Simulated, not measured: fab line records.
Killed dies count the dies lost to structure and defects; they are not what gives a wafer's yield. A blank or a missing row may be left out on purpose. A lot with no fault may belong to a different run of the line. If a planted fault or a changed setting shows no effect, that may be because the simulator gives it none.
fab line records -- flow sky130
record: lots: 12, wafers: 36, lastDay: 50
route steps=708 shown POLY_GATE@233 VIA4@652 METAL5@665 PASSIVATION@693 PAD_OPEN@708
lots untouched by any fault: they come from a run of this same line in which no faults occurred
startH: hours from the record's first day to the start of the lot's first wafer shown -- waitH: hours from the lot's prior step to this one -- " as in the row above -- L1.1+2: one row covering several wafers at once -- - either no value or no given start -- * or withheld: withheld -- < > ~ a bound
route shown NAME@n: a module of which the file shows steps, and the number in the route of the first -- usual: the fault-free wafers' mean and standard deviation -- same: alike in all rows -- chamber/n: place in a boat -- sites: the reading at each site -- _std_site: the standard deviation of these -- _edge_site: mean of outer sites minus mean of inner sites -- radiusMm: for every site, how far away it sits from the centre of the wafer -- mask NAME#n: copy n -- behind: the last tool/chamber to shape the wafer -- hold: why the lot went on hold/how many hours it stayed there/how the hold came to an end -- device: which transistor (n, p or np) failed to switch -- end of line: the route-end tests of the same wafers -- where a step has no rows: the recipe by itself -- killed: count of dies lost to structure and defects at first sort (not the wafer's yield) -- map: per-die view of a wafer (x killed, . not killed, _ where there is no die)
set.NAME: the setting as run; set.NAME@STEP: as run at that earlier step -- model.NAME: the simulator's own value behind a step, which no gauge read
one table for each step of the route and one row for each wafer, over a sample of lots
services: from which hour (startH, from the record's first day; less than 0 if before it) a tool's chamber was out of use, for how many hours, and why
== steps ==
step: SKY_POLY_GATE_CLEAN_19
recipe: chemistry: SC1/SC2, mix: 1:4:20, tempC: 70, timeS: 150, dry: n2Spin
usual: bathHeatDutyPct: 13.2/1.7, tempC: 69.99/0.11
same: timeS: 150
lot.wafer,tool,chamber,startH,waitH,bathHeatDutyPct,tempC
L491.2,wetBench-02,0,370.22,0.1,14.6,70.11
L491.3,wetBench-02,0,370.22,0.1,14.5,69.98
L491.6,wetBench-02,0,370.22,0.1,15.6,70.06
L493.2,wetBench-02,1,395.33,0.1,11.0,70.08
L493.4,wetBench-02,1,395.33,0.1,11.5,70.01
L493.6,wetBench-02,1,395.33,0.1,11.1,69.95
L495.2,wetBench-02,2,410.87,0.1,14.5,70.27
L495.3,wetBench-02,2,410.87,0.1,15.2,69.85
L495.6,wetBench-02,2,410.87,0.1,15.5,70.17
L496.2,wetBench-01,1,426.87,0.1,11.1,70.11
L496.5,wetBench-01,1,426.87,0.1,11.4,70.14
L496.6,wetBench-01,1,426.87,0.1,11.2,70.07
L497.2,wetBench-01,1,433.38,0.1,11.2,69.99
L497.3,wetBench-01,1,433.38,0.1,11.8,69.98
L497.6,wetBench-01,1,433.38,0.1,10.1,70.12
L498.1,wetBench-02,2,443.17,0.1,16.4,69.97
L498.2,wetBench-02,2,443.17,0.1,15.5,69.85
L498.3,wetBench-02,2,443.17,0.1,14.4,69.88
L499.1,wetBench-01,3,453.82,0.1,13.7,70.03
L499.2,wetBench-01,3,453.82,0.1,15.7,70.05
L499.6,wetBench-01,3,453.82,0.1,15.0,70.05
L502.2,wetBench-02,2,473.34,0.1,15.0,69.98
L502.4,wetBench-02,2,473.34,0.1,14.4,69.89
L502.6,wetBench-02,2,473.34,0.1,16.4,69.81
L504.1,wetBench-02,0,500.94,0.1,15.7,70.07
L504.3,wetBench-02,0,500.94,0.1,13.9,70.08
L504.6,wetBench-02,0,500.94,0.1,15.6,69.83
L505.1,wetBench-02,1,512.52,0.1,11.1,69.81
L505.3,wetBench-02,1,512.52,0.1,11.4,70.04
L505.5,wetBench-02,1,512.52,0.1,10.1,69.96
L506.3,wetBench-02,3,522.54,0.0,13.8,69.87
L506.5,wetBench-02,3,522.54,0.0,13.6,70.18
L506.6,wetBench-02,3,522.54,0.0,15.2,69.94
L512.1,wetBench-01,0,570.23,0.1,14.1,69.93
L512.5,wetBench-01,0,570.23,0.1,14.4,69.89
L512.6,wetBench-01,0,570.23,0.1,14.0,69.95
step: SKY_VIA4_STRIP_13
recipe: chemistry: O2/N2, powerW: 1400, pressureMtorr: 1500, platenTempC: withheld, o2FlowSccm: 3000, n2FlowSccm: 300, overashFraction: 0.5
usual: drypumpMotorCurrentA: 5.78/0.3, oesProductAu: 0.710/0.0044, stripTimeToEndpointS: 12.799/0.029
lot.wafer,tool,chamber,startH,waitH,drypumpMotorCurrentA,oesProductAu,rfHoursCounterH,stripTimeToEndpointS
L491.2,plasmaAsher-01,0,1005.11,-,6.10,0.708,88,12.782
L491.3,plasmaAsher-01,1,1005.11,-,5.57,0.709,-,12.845
L491.6,plasmaAsher-01,1,1005.11,-,5.53,0.718,-,12.847
L493.2,plasmaAsher-04,1,1023.18,-,5.53,0.709,58,12.796
L493.4,plasmaAsher-04,0,1023.18,-,6.15,0.716,-,12.801
L493.6,plasmaAsher-04,1,1023.18,-,5.52,0.713,-,12.773
L495.2,plasmaAsher-01,1,1036.96,-,5.53,0.715,92,12.788
L495.3,plasmaAsher-01,0,1036.96,-,6.14,0.719,-,12.807
L495.6,plasmaAsher-01,0,1036.96,-,6.12,0.705,-,12.747
L496.2,plasmaAsher-03,0,1047.13,-,5.96,0.713,29,12.785
L496.5,plasmaAsher-03,1,1047.13,-,5.42,0.704,-,12.771
L496.6,plasmaAsher-03,0,1047.13,-,5.98,0.710,-,12.790
L497.2,plasmaAsher-01,1,1048.86,-,5.58,0.719,93,12.767
L497.3,plasmaAsher-01,1,1048.86,-,5.55,0.701,-,12.781
L497.6,plasmaAsher-01,0,1048.86,-,6.17,0.709,-,12.796
L498.1,plasmaAsher-03,0,1055.75,-,5.98,0.710,29,12.830
L498.2,plasmaAsher-03,1,1055.75,-,5.41,0.716,29,12.828
L498.3,plasmaAsher-03,0,1055.75,-,5.98,0.709,-,12.816
L499.1,plasmaAsher-01,1,1063.51,-,5.53,0.712,95,12.797
L499.2,plasmaAsher-01,0,1063.51,-,6.11,0.712,95,12.814
L499.6,plasmaAsher-01,1,1063.51,-,5.54,0.708,-,12.776
L502.2,plasmaAsher-03,1,1080.31,-,5.43,0.705,33,12.789
L502.4,plasmaAsher-03,1,1080.31,-,5.43,0.704,-,12.821
L502.6,plasmaAsher-03,1,1080.31,-,5.45,0.705,-,12.766
L504.1,plasmaAsher-01,1,1099.05,-,5.53,0.724,99,12.809
L504.3,plasmaAsher-01,1,1099.05,-,5.54,0.711,-,12.849
L504.6,plasmaAsher-01,1,1099.05,-,5.51,0.708,-,12.780
L505.1,plasmaAsher-03,0,1104.20,-,5.98,0.708,35,12.780
L505.3,plasmaAsher-03,0,1104.20,-,5.96,0.706,-,12.742
L505.5,plasmaAsher-03,0,1104.20,-,5.96,0.707,-,12.795
L506.3,plasmaAsher-04,0,1112.67,-,6.14,0.710,-,12.819
L506.5,plasmaAsher-04,1,1112.67,-,5.52,0.709,-,12.833
L506.6,plasmaAsher-04,0,1112.67,-,6.15,0.713,-,12.816
L512.1,plasmaAsher-03,0,1142.06,-,5.97,0.710,39,12.778
L512.5,plasmaAsher-03,0,1142.06,-,5.98,0.705,-,12.767
L512.6,plasmaAsher-03,1,1142.06,-,5.43,0.714,-,12.851
step: SKY_METAL5_SPUTTER_04
recipe: material: TiN, targetThkNm: 70, powerW: 6500, timeS: 58.3, chamberPressurePa: 0.4
usual: throttleValvePct: 30.4/1.3
same: timeS: 58.3
lot.wafer,tool,chamber,startH,waitH,throttleValvePct
L491.2,pvdSputter-02,-,1006.54,0.0,33.2
L491.3,pvdSputter-02,-,1006.54,0.0,30.5
L491.6,pvdSputter-02,-,1006.54,0.0,30.6
L493.2,pvdSputter-01,-,1024.58,0.0,29.7
L493.4,pvdSputter-01,-,1024.58,0.0,30.0
L493.6,pvdSputter-01,-,1024.58,0.0,29.4
L495.2,pvdSputter-02,-,1038.36,0.0,31.0
L495.3,pvdSputter-02,-,1038.36,0.0,30.2
L495.6,pvdSputter-02,-,1038.36,0.0,33.5
L496.2,pvdSputter-03,-,1048.53,0.0,31.6
L496.5,pvdSputter-03,-,1048.53,0.0,31.7
L496.6,pvdSputter-03,-,1048.53,0.0,28.1
L497.2,pvdSputter-03,-,1050.26,0.0,30.7
L497.3,pvdSputter-03,-,1050.26,0.0,28.2
L497.6,pvdSputter-03,-,1050.26,0.0,30.8
L498.1,pvdSputter-03,-,1057.15,0.0,29.2
L498.2,pvdSputter-03,-,1057.15,0.0,30.7
L498.3,pvdSputter-03,-,1057.15,0.0,31.8
L499.1,pvdSputter-01,-,1064.95,0.0,31.1
L499.2,pvdSputter-01,-,1064.95,0.0,29.7
L499.6,pvdSputter-01,-,1064.95,0.0,31.4
L502.2,pvdSputter-01,-,1081.72,0.0,31.2
L502.4,pvdSputter-01,-,1081.72,0.0,29.6
L502.6,pvdSputter-01,-,1081.72,0.0,31.2
L504.1,pvdSputter-02,-,1100.45,0.0,30.0
L504.3,pvdSputter-02,-,1100.45,0.0,33.3
L504.6,pvdSputter-02,-,1100.45,0.0,30.3
L505.1,pvdSputter-03,-,1105.60,0.0,30.9
L505.3,pvdSputter-03,-,1105.60,0.0,31.6
L505.5,pvdSputter-03,-,1105.60,0.0,28.6
L506.3,pvdSputter-01,-,1114.47,0.0,29.9
L506.5,pvdSputter-01,-,1114.47,0.0,29.8
L506.6,pvdSputter-01,-,1114.47,0.0,29.6
L512.1,pvdSputter-03,-,1143.46,0.0,28.3
L512.5,pvdSputter-03,-,1143.46,0.0,30.8
L512.6,pvdSputter-03,-,1143.46,0.0,28.4
step: SKY_PASSIVATION_STRIP_12
recipe: chemistry: O2/N2, powerW: 1400, pressureMtorr: 1500, platenTempC: withheld, overashFraction: 0.7, o2FlowSccm: 3000, n2FlowSccm: 300
usual: drypumpMotorCurrentA: 5.6/0.42, oesProductAu: 0.660/0.0049, stripTimeToEndpointS: 31.49/0.16
lot.wafer,tool,chamber,startH,waitH,drypumpMotorCurrentA,oesProductAu,rfHoursCounterH,stripTimeToEndpointS
L491.2,plasmaAsher-04,1,1052.66,0.1,5.5,0.663,61,31.33
L491.3,plasmaAsher-04,0,1052.66,0.1,6.1,0.659,-,31.58
L491.6,plasmaAsher-04,0,1052.66,0.1,6.2,0.665,-,31.55
L493.2,plasmaAsher-03,0,1069.31,0.1,6.0,0.662,31,31.86
L493.4,plasmaAsher-03,1,1069.31,0.1,5.4,0.670,-,31.51
L493.6,plasmaAsher-03,1,1069.31,0.1,5.4,0.664,-,31.53
L495.2,plasmaAsher-03,1,1082.56,0.1,5.4,0.668,33,31.46
L495.3,plasmaAsher-03,0,1082.56,0.1,6.0,0.656,-,31.48
L495.6,plasmaAsher-03,0,1082.56,0.1,6.0,0.654,-,31.55
L496.2,plasmaAsher-03,1,1091.20,0.1,5.4,0.662,34,31.41
L496.5,plasmaAsher-03,1,1091.20,0.1,5.4,0.667,-,31.39
L496.6,plasmaAsher-03,0,1091.20,0.1,6.0,0.667,-,31.38
L497.2,plasmaAsher-02,0,1094.41,0.1,5.7,0.655,3,31.54
L497.3,plasmaAsher-02,0,1094.41,0.1,5.8,0.659,-,31.21
L497.6,plasmaAsher-02,1,1094.41,0.1,4.8,0.656,-,31.56
L498.1,plasmaAsher-02,0,1099.13,0.1,5.8,0.663,3,31.51
L498.2,plasmaAsher-02,1,1099.13,0.1,4.8,0.668,3,31.30
L498.3,plasmaAsher-02,1,1099.13,0.1,4.8,0.655,-,31.40
L499.1,plasmaAsher-04,0,1106.51,0.1,6.1,0.657,65,31.55
L499.2,plasmaAsher-04,1,1106.51,0.1,5.5,0.650,65,31.64
L499.6,plasmaAsher-04,0,1106.51,0.1,6.1,0.650,-,31.56
L502.2,plasmaAsher-03,0,1123.25,0.1,6.0,0.661,37,31.62
L502.4,plasmaAsher-03,1,1123.25,0.1,5.4,0.655,-,31.54
L502.6,plasmaAsher-03,0,1123.25,0.1,6.0,0.661,-,31.46
L504.1,plasmaAsher-04,1,1140.81,0.1,5.5,0.661,68,31.37
L504.3,plasmaAsher-04,1,1140.81,0.1,5.5,0.657,-,31.29
L504.6,plasmaAsher-04,0,1140.81,0.1,6.2,0.661,-,31.36
L505.1,plasmaAsher-04,1,1145.11,0.1,5.5,0.659,68,31.64
L505.3,plasmaAsher-04,0,1145.11,0.1,6.2,0.651,-,31.73
L505.5,plasmaAsher-04,1,1145.11,0.1,5.5,0.658,-,31.40
L506.3,plasmaAsher-03,1,1152.68,0.1,5.4,0.648,-,31.61
L506.5,plasmaAsher-03,0,1152.68,0.1,6.0,0.660,-,31.65
L506.6,plasmaAsher-03,1,1152.68,0.1,5.5,0.660,-,31.30
L512.1,plasmaAsher-04,0,1179.61,0.1,6.2,0.664,71,31.42
L512.5,plasmaAsher-04,0,1179.61,0.1,6.1,0.659,-,31.27
L512.6,plasmaAsher-04,1,1179.61,0.1,5.5,0.653,-,31.34
step: SKY_PAD_OPEN_PROBE_99
usual: killed_at_M0_to_M3: 44/7.3, killed_at_M4_up: 3.1/1.6, killedAtContacts: 24/5.4, killedAtFrontEnd: 15/4, killedAtOther: 0.2/0.49, killedDies: 86/10, killedOnRim: 17/3.7, killedOpen: 48/7.3, killedShort: 38/6.3
same: grossDies: 492, killedAtBackSide: 0
lot.wafer,tool,chamber,startH,waitH,killed_at_M0_to_M3,killed_at_M4_up,killedAtContacts,killedAtFrontEnd,killedAtOther,killedDies,killedOnRim,killedOpen,killedShort
L491.2,prober-01,-,1076.57,0.1,36,2,16,20,0,74,16,41,33
L491.3,prober-01,-,1076.62,0.2,47,3,22,18,0,90,18,50,40
L491.6,prober-01,-,1076.77,0.2,47,5,21,17,0,90,23,47,43
L493.2,prober-01,-,1091.59,0.1,32,3,30,10,1,76,20,41,35
L493.4,prober-01,-,1091.69,0.2,35,6,18,12,0,71,18,39,32
L493.6,prober-01,-,1091.79,0.2,43,4,19,10,1,77,15,45,32
L495.2,prober-01,-,1105.24,0.1,32,3,21,14,0,70,12,36,34
L495.3,prober-01,-,1105.29,0.2,36,3,21,16,0,76,17,48,28
L495.6,prober-01,-,1105.44,0.2,36,5,17,18,0,76,18,47,29
L496.2,prober-02,-,1113.47,0.1,34,1,10,13,1,59,8,33,26
L496.5,prober-02,-,1113.62,0.2,43,2,26,12,0,83,18,54,29
L496.6,prober-02,-,1113.67,0.2,45,5,34,19,0,103,25,59,44
L499.1,prober-01,-,1127.79,0.1,41,4,18,13,0,76,9,38,38
L499.2,prober-01,-,1127.84,0.1,45,5,28,9,0,87,15,43,44
L499.6,prober-01,-,1128.04,0.2,43,6,18,13,0,80,21,34,46
L504.1,prober-02,-,1160.98,0.1,37,5,23,8,0,73,19,38,35
L504.3,prober-02,-,1161.08,0.2,51,0,29,13,0,93,19,55,38
L504.6,prober-02,-,1161.23,0.2,51,3,20,13,1,88,18,46,42
L505.1,prober-01,-,1165.54,0.1,53,3,14,69,0,139,27,40,42
L505.3,prober-01,-,1165.64,0.2,39,1,26,63,0,129,26,47,29
L505.5,prober-01,-,1165.74,0.2,48,7,26,68,0,149,33,53,38
L506.3,prober-02,-,1172.64,0.2,49,2,26,40,0,117,31,49,41
L506.5,prober-02,-,1172.74,0.2,43,3,23,40,0,109,26,43,41
L506.6,prober-02,-,1172.79,0.2,45,2,22,41,0,110,27,45,36
killed by level:class
L491.2 VIA1:geometricParticle:open=9 CONTACT:geometricParticle:open=6 FIELD_ISO:geometricParticle:open=5 VIA1:geometricParticle:short=5 METAL2:geometricParticle:short=5 FIELD_ISO:geometricParticle:short=4 POLY_GATE:geometricParticle:short=4 LI_CONTACT:geometricParticle:open=4
L491.3 VIA1:geometricParticle:open=9 VIA3:geometricParticle:open=8 CONTACT:geometricParticle:open=7 METAL1:geometricParticle:short=7 FIELD_ISO:geometricParticle:open=6 LOCAL_INTERCONNECT:geometricParticle:short=6 VIA2:geometricParticle:open=6 CONTACT:geometricParticle:short=5
L491.6 VIA1:geometricParticle:open=10 VIA3:geometricParticle:open=10 FIELD_ISO:geometricParticle:open=8 METAL1:geometricParticle:short=8 CONTACT:geometricParticle:short=7 VIA1:geometricParticle:short=7 FIELD_ISO:geometricParticle:short=5 CONTACT:geometricParticle:open=5
L493.2 CONTACT:geometricParticle:open=13 LI_CONTACT:geometricParticle:open=8 VIA1:geometricParticle:open=6 POLY_GATE:geometricParticle:short=5 METAL1:geometricParticle:short=5 METAL2:geometricParticle:short=5 CONTACT:geometricParticle:short=4 VIA2:geometricParticle:open=4
L493.4 CONTACT:geometricParticle:open=16 METAL2:geometricParticle:short=7 POLY_GATE:geometricParticle:open=5 METAL4:geometricParticle:short=5 METAL1:geometricParticle:short=4 VIA1:geometricParticle:open=4 VIA1:geometricParticle:short=4 VIA2:geometricParticle:short=4
L493.6 VIA1:geometricParticle:open=14 CONTACT:geometricParticle:open=8 VIA3:geometricParticle:short=7 VIA3:geometricParticle:open=6 LI_CONTACT:geometricParticle:open=6 CONTACT:geometricParticle:short=3 VIA1:geometricParticle:short=3 METAL3:geometricParticle:short=3
L495.2 CONTACT:geometricParticle:open=8 METAL1:geometricParticle:short=8 LI_CONTACT:geometricParticle:open=7 FIELD_ISO:geometricParticle:short=6 VIA1:geometricParticle:open=6 METAL2:geometricParticle:short=4 POLY_GATE:geometricParticle:open=4 CONTACT:geometricParticle:short=4
L495.3 LI_CONTACT:geometricParticle:open=10 VIA3:geometricParticle:open=8 FIELD_ISO:geometricParticle:open=6 VIA2:geometricParticle:open=6 CONTACT:geometricParticle:open=5 METAL1:geometricParticle:short=5 FIELD_ISO:geometricParticle:short=4 VIA1:geometricParticle:open=4
L495.6 LI_CONTACT:geometricParticle:open=8 VIA2:geometricParticle:open=8 VIA3:geometricParticle:open=6 VIA1:geometricParticle:open=6 FIELD_ISO:geometricParticle:open=5 POLY_GATE:geometricParticle:open=4 FIELD_ISO:geometricParticle:short=3 POLY_GATE:geometricParticle:short=3
L496.2 VIA1:geometricParticle:open=10 FIELD_ISO:geometricParticle:open=7 LI_CONTACT:geometricParticle:open=4 VIA1:geometricParticle:short=4 METAL3:geometricParticle:short=4 LI_CONTACT:geometricParticle:short=3 CONTACT:geometricParticle:open=3 VIA3:geometricParticle:open=3
L496.5 VIA1:geometricParticle:open=13 CONTACT:geometricParticle:open=8 VIA3:geometricParticle:open=8 VIA2:geometricParticle:open=7 LI_CONTACT:geometricParticle:open=6 CONTACT:geometricParticle:short=4 METAL3:geometricParticle:short=4 SPACER:geometricParticle:short=3
L496.6 LI_CONTACT:geometricParticle:open=12 VIA1:geometricParticle:open=12 VIA2:geometricParticle:open=12 CONTACT:geometricParticle:open=9 FIELD_ISO:geometricParticle:short=7 CONTACT:geometricParticle:short=7 POLY_GATE:geometricParticle:open=6 METAL1:geometricParticle:short=6
L499.1 VIA1:geometricParticle:open=10 CONTACT:geometricParticle:open=6 METAL1:geometricParticle:short=5 VIA2:geometricParticle:open=5 FIELD_ISO:geometricParticle:short=4 LI_CONTACT:geometricParticle:open=4 LOCAL_INTERCONNECT:geometricParticle:short=4 VIA1:geometricParticle:short=4
L499.2 VIA2:geometricParticle:open=10 VIA1:geometricParticle:open=10 CONTACT:geometricParticle:open=8 CONTACT:geometricParticle:short=7 METAL2:geometricParticle:short=6 LI_CONTACT:geometricParticle:short=5 LI_CONTACT:geometricParticle:open=4 LOCAL_INTERCONNECT:geometricParticle:short=4
L499.6 METAL1:geometricParticle:short=9 VIA1:geometricParticle:short=9 CONTACT:geometricParticle:open=6 FIELD_ISO:geometricParticle:short=5 VIA2:geometricParticle:open=5 METAL3:geometricParticle:short=5 METAL4:geometricParticle:short=5 VIA1:geometricParticle:open=4
L504.1 VIA2:geometricParticle:open=6 VIA3:geometricParticle:open=6 CONTACT:geometricParticle:open=6 LI_CONTACT:geometricParticle:short=5 LI_CONTACT:geometricParticle:open=5 LOCAL_INTERCONNECT:geometricParticle:short=5 METAL1:geometricParticle:short=4 METAL2:geometricParticle:short=4
L504.3 VIA1:geometricParticle:open=16 CONTACT:geometricParticle:open=10 VIA2:geometricParticle:open=9 LI_CONTACT:geometricParticle:open=7 LOCAL_INTERCONNECT:geometricParticle:short=6 METAL2:geometricParticle:short=6 VIA1:geometricParticle:short=5 METAL2:geometricParticle:open=5
L504.6 VIA1:geometricParticle:open=13 VIA2:geometricParticle:open=9 CONTACT:geometricParticle:open=6 METAL2:geometricParticle:short=6 VIA3:geometricParticle:short=6 FIELD_ISO:geometricParticle:short=5 LI_CONTACT:geometricParticle:open=5 METAL1:geometricParticle:short=5
L505.1 POLY_GATE:unspecified=57 VIA1:geometricParticle:open=14 METAL3:geometricParticle:short=6 VIA3:geometricParticle:short=6 LI_CONTACT:geometricParticle:open=5 METAL2:geometricParticle:short=5 VIA2:geometricParticle:open=5 METAL1:geometricParticle:short=4
L505.3 POLY_GATE:unspecified=53 VIA1:geometricParticle:open=11 CONTACT:geometricParticle:open=9 VIA3:geometricParticle:open=8 LI_CONTACT:geometricParticle:open=7 CONTACT:geometricParticle:short=4 VIA1:geometricParticle:short=4 VIA2:geometricParticle:short=4
L505.5 POLY_GATE:unspecified=58 CONTACT:geometricParticle:open=14 VIA2:geometricParticle:open=10 VIA1:geometricParticle:open=9 VIA1:geometricParticle:short=7 METAL2:geometricParticle:short=5 VIA3:geometricParticle:short=5 VIA3:geometricParticle:open=5
L506.3 POLY_GATE:unspecified=27 VIA1:geometricParticle:open=15 CONTACT:geometricParticle:open=11 METAL1:geometricParticle:short=8 METAL3:geometricParticle:short=8 VIA3:geometricParticle:open=6 FIELD_ISO:geometricParticle:short=5 FIELD_ISO:geometricParticle:open=5
L506.5 POLY_GATE:unspecified=25 VIA1:geometricParticle:open=13 LOCAL_INTERCONNECT:geometricParticle:short=9 LI_CONTACT:geometricParticle:open=6 METAL1:geometricParticle:short=5 METAL2:geometricParticle:short=5 VIA3:geometricParticle:open=5 FIELD_ISO:geometricParticle:short=4
L506.6 POLY_GATE:unspecified=29 LI_CONTACT:geometricParticle:open=11 VIA1:geometricParticle:open=9 METAL1:geometricParticle:short=6 CONTACT:geometricParticle:open=5 VIA2:geometricParticle:open=5 VIA1:geometricParticle:short=4 METAL2:geometricParticle:short=4
== services ==
tool,chamber,startH,hours,kind
plasmaAsher-04,-,383.22,0.9,repair
plasmaAsher-04,-,421.25,9.0,pm
plasmaAsher-01,-,495.33,0.6,repair
plasmaAsher-03,-,496.51,2.9,repair
plasmaAsher-04,-,499.67,12.5,repair
plasmaAsher-04,-,554.89,1.1,repair
plasmaAsher-04,-,658.64,3.5,repair
plasmaAsher-03,-,667.47,14.6,pm
pvdSputter-03,-,668.16,1.2,repair
wetBench-02,-,672.61,4.4,pm
plasmaAsher-01,-,704.31,2.8,pm
plasmaAsher-03,-,733.75,9.0,pm
plasmaAsher-04,-,736.68,0.8,repair
plasmaAsher-03,-,804.25,0.6,repair
wetBench-02,-,815.90,41.5,pm
pvdSputter-03,-,877.83,0.5,repair
pvdSputter-03,-,929.30,0.9,repair
plasmaAsher-04,-,976.03,2.8,pm
plasmaAsher-04,-,991.46,1.3,repair
plasmaAsher-03,-,1003.45,2.8,pm
plasmaAsher-03,-,1035.15,7.0,repair
plasmaAsher-04,-,1059.84,15.6,pm
plasmaAsher-04,-,1161.03,4.7,repair
plasmaAsher-03,-,1174.03,7.1,repair
== key ==
firstSign: step: SKY_PAD_OPEN_PROBE_99, reading: killedAtFrontEnd, direction: up, sigmas: 9.7, usual: 15, struck: 54
effect: step: SKY_PAD_OPEN_PROBE_99, reading: killedDies, direction: up, sigmas: 4, usual: 86, struck: 126
metAt SKY_POLY_GATE_CLEAN_19
struckLots L505,L506
testerLeftOut L505,L506
notActingAt SKY_VIA4_STRIP_13,SKY_METAL5_SPUTTER_04,SKY_PASSIVATION_STRIP_12
onsetBetween 500.94 512.52
fault: kind: chamberParticleSource, tool: wetBench-02, chamber: -, onsetH: 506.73, steps: SKY_POLY_GATE_CLEAN_19, ratePerVisitCm2: 1.6978, endH: 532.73
testerLeftOut: of these lots the tester's yield and bins aren't shown, on N5 and GAA mostly nor the transistor test; their killed dies are dies lost to structure and defects alone, not to doping, threshold or leakage, so they don't give the yield
